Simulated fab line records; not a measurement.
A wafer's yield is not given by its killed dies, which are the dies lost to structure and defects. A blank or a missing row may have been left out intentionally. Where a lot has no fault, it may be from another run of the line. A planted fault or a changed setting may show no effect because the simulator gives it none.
Code-filled problem report in 8D (eight disciplines) form + flow sky130 + the parts of the form that need people (team, actions taken, sign-off) are left out

== 1. PROBLEM STATEMENT ==
Wafers without a fault read 0.854 a.u., standard deviation 0.0047; oesProductAu at SKY_LI_CONTACT_ETCH_14 reads a mean of 0.798 a.u. on 2 wafers belonging to 2 lots. That is -12 standard deviations from the usual mean.
The step: etches BARC in N2/H2, stops on SiO2, time 45.9 s, target depth 60 nm.
First observed at day 32 06:13: wafer L183.3, on rieDiel-04. Wafers with a number at this step in the record: 36, from 12 lots. The rule behind "out" and "out of limits": a value lying over 4 standard deviations away from the usual mean. All remaining wafers that have a number are taken as sound.

== 2. WHAT IT IS, WHAT IT ISN'T ==
| question                    | is                     | is not                                                                                                   |
|-----------------------------|------------------------|----------------------------------------------------------------------------------------------------------|
| which readings at this step | oesProductAu           | chamberPressureMTorr, drypumpMotorCurrentA, throttleValvePct                                             |
| which lots                  | L183, L184             | L173, L176, L177, L182, L185, L189, L192, L193, L194, L195                                               |
| which wafers of those lots  | L183.3, L184.3         | L183.1, L183.4, L184.4, L184.5                                                                           |
| read on which tools         | rieDiel-03, rieDiel-04 | rieDiel-02                                                                                               |
| when                        | from day 32 06:13      | up to then (14 sound wafers); but 20 sound wafers of L184, L185, L189, L192, L193, L194, L195 came after |

== 3. SUSPECTS, AND WHAT RULES EACH OUT ==
Counting: if a tool at a process step up to the reading ran every lot that is out, it stays a suspect. Sound lots after the first of them don't rule it out here, since some wafers of a struck lot are sound.
- lithoTrack-04 at SKY_LI_CONTACT_COAT_06 (resist thk 60 nm): kept. It processed each lot that is out (first: L183, day 31 15:08); up to then, its last sound lot is L182 (day 31 10:20).
After counting, what remains is lithoTrack-04 at SKY_LI_CONTACT_COAT_06.

== 4. THE CAUSE (what the simulator had put in) ==
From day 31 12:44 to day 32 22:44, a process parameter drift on lithoTrack-04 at SKY_LI_CONTACT_COAT_06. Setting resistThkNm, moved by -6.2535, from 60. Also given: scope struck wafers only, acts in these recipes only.
Only this tool survived the counting.

== 5. THE EFFECT CHAIN, in route order ==
Rows list readings where the struck wafers' mean (over those with a number) sits beyond 3 standard deviations from the usual. Only readings whose record carries a usual standard deviation are examined. hours: median over the lots of the time between each lot's start at the first step of this table that gives one and its start at this step. sigmas: the change, counted in usual standard deviations.
| hours | step                   | reading      | usual      | on struck wafers | change | sigmas |
|-------|------------------------|--------------|------------|------------------|--------|--------|
| 0     | SKY_LI_CONTACT_ETCH_14 | oesProductAu | 0.854 a.u. | 0.798            | -0.055 | -12    |
The process steps in it:
- SKY_LI_CONTACT_ETCH_14: etches BARC in N2/H2, stops on SiO2, time 45.9 s, target depth 60 nm.
At these later measuring or inspecting steps, every struck wafer for which the step has a row has a number for every such reading, and none has moved that far: SKY_CONTACT_BOW_MEAS_05.

== 6. HOW IT WOULD HAVE BEEN CAUGHT EARLIER ==
First out-of-limits reading in this record: day 32 06:13, which is 17 hours after fault onset at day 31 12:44.
Lots out: 2; all had begun SKY_LI_CONTACT_COAT_06 on lithoTrack-04 by day 32 06:13. Holding the tool at that point would not have protected any of them.
